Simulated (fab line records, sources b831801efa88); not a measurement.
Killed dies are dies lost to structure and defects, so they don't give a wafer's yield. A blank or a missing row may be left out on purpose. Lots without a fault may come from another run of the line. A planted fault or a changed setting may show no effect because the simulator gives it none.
Chamber matching | flow gf180mcu | GF_V4_CMP_26 on cmp-01: 4 sister chambers
The step polishes, stops on SiO2, t overpolish 15 s, target thk 0 nm. 4 wafers are shown with their chamber, then 7 later ones without.

WAFERS WITH THEIR CHAMBER
wafer  | chamber | motor_current_A (A)
L601.6 | 0       | 13.1
L603.5 | 1       | 10.9
L604.1 | 3       | 9.0
L604.3 | 2       | 11.4

WAFERS WITHOUT THEIR CHAMBER
wafer  | motor_current_A (A)
L604.6 | 13.1
L605.2 | 13.2
L605.4 | 10.3
L605.6 | 13.0
L616.1 | 11.4
L616.2 | 13.0
L616.5 | 14.0

WHICH CHAMBER EACH WENT THROUGH
wafer  | from the rows above          | in truth
L604.6 | 0                            | 0
L605.2 | 0                            | 0
L605.4 | can't be placed: 1 or 2 or 3 | 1
L605.6 | 0                            | 0
L616.1 | can't be placed: 2 or 1      | 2
L616.2 | 0                            | 0
L616.5 | 0                            | 0
Placed correctly: 5 of 7. Can't be placed from these rows: 2 (the true chamber is among the candidates in 2). Placed wrongly: 0.
How it was worked out, from the rows above alone: a wafer's distance from a chamber is the root of the sum, over the readings, of the square of ((its reading less the chamber's mean) divided by the reading's scatter). The wafer belongs to the nearest chamber; if the next one is less than 2 further off, it can't be placed. A chamber's mean is the mean of its shown wafers. The scatter: with one shown wafer a chamber, the root of the mean of the squares of how far each hidden wafer lies from its nearest shown one.
